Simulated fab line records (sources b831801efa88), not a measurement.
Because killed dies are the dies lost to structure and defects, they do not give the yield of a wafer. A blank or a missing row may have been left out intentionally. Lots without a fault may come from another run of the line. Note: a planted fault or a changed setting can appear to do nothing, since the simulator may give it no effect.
Which of the tools did it?	flow sky130	14 lots, 42 wafers sampled, at 6 steps of a route of 708

WHAT THE GAUGES READ, wafer by wafer
SKY_SONOS_ONO_OVL_MEAS_14.
lot	measured	on	SONOS_ONO_OVL (nm)
L813	day 12 09:32	overlay-02	-2.0 -2.8 -2.7
L816	day 13 13:11	overlay-01	0.1 -1.2 0.2
L819	day 14 15:35	overlay-02	-1.2 0.1 -0.5
L820	day 15 04:02	overlay-02	-1.7 -3.7 -1.9
L821	day 15 09:05	overlay-01	-1.9 -1.5 -3.1
L822	day 15 20:03	overlay-01	0.5 -1.2 -0.6
L823	day 16 00:47	overlay-01	2.2 0.2 1.6
L825	day 16 20:54	overlay-02	1.5 0.1 -2.3
L827	day 17 11:44	overlay-01	-0.1 -2.2 -0.7
L828	day 17 18:26	overlay-02	-3.0 -2.9 -1.0
L833	day 19 19:53	overlay-02	-0.6 -1.1 0.4
L834	day 20 00:00	overlay-02	0.0 0.5 -0.3
L835	day 20 04:02	overlay-01	1.1 1.8 0.8
L836	day 20 12:20	overlay-01	-2.0 -2.1 -2.5

SKY_LDD_N_OVL_MEAS_07.
lot	measured	on	LDD_N_OVL (nm)
L813	day 17 10:52	overlay-01	1.3 -0.8 0.8
L816	day 18 21:49	overlay-01	0.2 2.1 1.8
L819	day 19 22:58	overlay-02	1.2 0.3 1.0
L820	day 20 13:37	overlay-01	-0.2 -2.2 0.2
L821	day 20 18:43	overlay-02	-0.8 -0.5 1.9
L822	day 21 07:19	overlay-01	-0.8 0.5 -2.0
L823	day 21 15:40	overlay-02	-0.7 -0.2 -1.9
L825	day 22 08:20	overlay-01	-2.5 -1.3 -2.8
L827	day 23 01:01	overlay-01	-1.7 1.1 -0.9
L828	day 23 05:04	overlay-02	-2.0 -2.3 -2.4
L833	day 25 08:52	overlay-01	2.4 1.8 0.8
L834	day 25 10:34	overlay-01	-0.7 0.2 -0.6
L835	day 25 15:10	overlay-01	1.2 0.9 0.6
L836	day 25 21:28	overlay-01	0.7 -0.1 1.6

SKY_LDD_P_OVL_MEAS_08.
lot	measured	on	LDD_P_OVL (nm)
L813	day 18 17:37	overlay-02	-1.2 -0.2 -0.5
L816	day 20 06:38	overlay-02	-0.6 0.1 -2.4
L819	day 21 06:50	overlay-01	-1.3 0.5 2.1
L820	day 21 20:52	overlay-01	-1.0 0.2 0.9
L821	day 22 03:01	overlay-02	3.4 3.6 2.4
L822	day 22 15:14	overlay-01	2.0 2.4 2.5
L823	day 22 23:52	overlay-02	-0.8 0.2 0.6
L825	day 23 16:01	overlay-02	1.4 0.3 1.0
L827	day 24 08:53	overlay-02	1.1 0.4 -0.4
L828	day 24 12:47	overlay-01	0.3 -0.8 0.8
L833	day 26 15:16	overlay-01	0.9 0.5 0.2
L834	day 26 16:59	overlay-02	3.1 2.4 1.3
L835	day 26 20:50	overlay-01	0.2 0.3 0.5
L836	day 27 03:08	overlay-01	-0.2 2.5 -0.3

SKY_LDD_HVN_TW_MEAS_10.
lot	measured	on	LDD_HVN_TW
L813	day 20 01:31	filmMetro-02	1457 1450 1451
L816	day 21 13:52	filmMetro-01	1431 1434 1431
L819	day 22 13:21	filmMetro-01	1429 1430 1429
L820	day 23 03:45	filmMetro-01	1446 1446 1443
L821	day 23 10:01	filmMetro-01	1434 1435 1441
L822	day 23 22:19	filmMetro-04	1440 1447 1440
L823	day 24 06:38	filmMetro-04	1429 1428 1433
L825	day 24 22:17	filmMetro-02	1442 1450 1448
L827	day 25 15:04	filmMetro-01	30 30 30
L828	day 25 18:22	filmMetro-02	30 30 30
L833	day 27 20:34	filmMetro-04	1437 1429 1431
L834	day 27 22:42	filmMetro-02	1441 1444 1441
L835	day 28 02:25	filmMetro-02	1446 1449 1448
L836	day 28 09:19	filmMetro-01	1435 1434 1431

TOOL THAT RAN EACH LOT (tool first, then ch and the chambers of the sampled wafers, then the start)
lot	SKY_LDD_P_STRIP_10	SKY_LDD_HVN_STRIP_09
L813	plasmaAsher-02 ch 0,1, day 18 17:47	plasmaAsher-04 ch 0,1, day 20 01:24
L816	plasmaAsher-01 ch 0, day 20 06:49	plasmaAsher-04 ch 1, day 21 13:46
L819	plasmaAsher-03 ch 0,1, day 21 07:01	plasmaAsher-01 ch 0,1, day 22 13:15
L820	plasmaAsher-01 ch 0,1, day 21 21:02	plasmaAsher-04 ch 0,1, day 23 03:39
L821	plasmaAsher-01 ch 0,1, day 22 03:11	plasmaAsher-02 ch 0,1, day 23 09:54
L822	plasmaAsher-03 ch 0,1, day 22 15:27	plasmaAsher-01 ch 0,1, day 23 22:14
L823	plasmaAsher-02 ch 0,1, day 23 00:05	plasmaAsher-04 ch 0,1, day 24 06:29
L825	plasmaAsher-02 ch 0,1, day 23 16:14	plasmaAsher-02 ch 0,1, day 24 22:11
L827	plasmaAsher-02 ch 0,1, day 24 09:04	plasmaAsher-02 ch 0,1, day 25 14:58
L828	plasmaAsher-01 ch 0,1, day 24 12:58	plasmaAsher-02 ch 0,1, day 25 18:16
L833	plasmaAsher-03 ch 0,1, day 26 15:26	plasmaAsher-04 ch 0,1, day 27 20:27
L834	plasmaAsher-01 ch 0,1, day 26 17:10	plasmaAsher-01 ch 0,1, day 27 22:36
L835	plasmaAsher-03 ch 0,1, day 26 21:01	plasmaAsher-02 ch 0,1, day 28 02:19
L836	plasmaAsher-02 ch 0,1, day 27 03:19	plasmaAsher-01 ch 0,1, day 28 09:12
- SKY_LDD_P_STRIP_10: strips in O2/N2.
- SKY_LDD_HVN_STRIP_09: strips in O2/N2.

AS READ BY THE TOOLS THEMSELVES (means over the sampled wafers that have a number; for cases with no such wafer, the mark the record gives instead)
SKY_LDD_P_STRIP_10.
lot	tool	chamberPressureMTorr (mTorr)	drypumpMotorCurrentA (A)	oesProductAu (a.u.)	stripTimeToEndpointS (s)
L813	plasmaAsher-02	1498.7	6.2	0.714	14.16
L816	plasmaAsher-01	1500.4	4.8	0.718	14.21
L819	plasmaAsher-03	1499.6	6.0	0.716	14.24
L820	plasmaAsher-01	1501.2	4.9	0.717	14.21
L821	plasmaAsher-01	1501.9	4.9	0.716	14.25
L822	plasmaAsher-03	1499.5	6.0	0.715	14.21
L823	plasmaAsher-02	1499.7	6.2	0.717	14.20
L825	plasmaAsher-02	1499.8	6.0	0.717	14.27
L827	plasmaAsher-02	-	-	-	-
L828	plasmaAsher-01	-	-	-	-
L833	plasmaAsher-03	1499.0	6.0	0.715	14.14
L834	plasmaAsher-01	1498.8	4.9	0.718	14.22
L835	plasmaAsher-03	1500.0	6.0	0.713	14.24
L836	plasmaAsher-02	1500.3	6.0	0.712	14.15

SKY_LDD_HVN_STRIP_09.
lot	tool	chamberPressureMTorr (mTorr)	drypumpMotorCurrentA (A)	oesProductAu (a.u.)	stripTimeToEndpointS (s)
L813	plasmaAsher-04	1502.1	5.9	0.409	4.127
L816	plasmaAsher-04	1499.7	4.9	0.409	4.146
L819	plasmaAsher-01	1499.5	4.9	0.410	4.141
L820	plasmaAsher-04	1500.6	5.4	0.410	4.156
L821	plasmaAsher-02	1500.1	6.2	0.410	4.141
L822	plasmaAsher-01	1499.5	4.9	0.409	4.158
L823	plasmaAsher-04	1500.4	5.9	0.412	4.138
L825	plasmaAsher-02	1500.4	6.2	0.411	4.143
L827	plasmaAsher-02	1499.4	6.0	0.719	21.825
L828	plasmaAsher-02	1500.0	6.0	0.720	21.755
L833	plasmaAsher-04	1500.3	5.4	0.404	4.134
L834	plasmaAsher-01	1499.9	5.0	0.412	4.136
L835	plasmaAsher-02	1498.7	6.2	0.406	4.140
L836	plasmaAsher-01	1500.3	4.9	0.408	4.148

THE ANSWER, worked out from the rows above alone
Rule: the lots themselves supply what counts as usual. The widest of any qualifying gaps counts: lots, ordered by their means at a reading, are off when they make up no more than a third of the lots, leave a main group of 4 or more, and stand apart from it by 3 or more times the standard deviation of that group's means. If all means in a main group match to the digits the tables above print for the reading, that group is not used. Also off: a lot with no number at a reading for which 4 or more lots have one. Where the step has rows for the other lots, those lots are counted as sound. Order of review: gauges by route order, followed by the tools' own readings, for which a lot's mean as printed above is used. The first step at which some lot is off is used, and at that step the reading that is off furthest; a lot without a number counts as furthest.
Off: L827, L828, at SKY_LDD_HVN_TW_MEAS_10 (LDD_HVN_TW). Mean 1439 and standard deviation 7.5 in the main group.
If a tool, at a process step before that reading, ran all the lots that are off and no sound lot after the first of them, it fits. The gauges at SKY_LDD_HVN_TW_MEAS_10 aren't tried: what is off there is off at SKY_LDD_P_STRIP_10 too, on other tools, and a gauge's error can't cause that. No candidate that was tried fits.

WHAT THE SIMULATOR HAD PUT IN
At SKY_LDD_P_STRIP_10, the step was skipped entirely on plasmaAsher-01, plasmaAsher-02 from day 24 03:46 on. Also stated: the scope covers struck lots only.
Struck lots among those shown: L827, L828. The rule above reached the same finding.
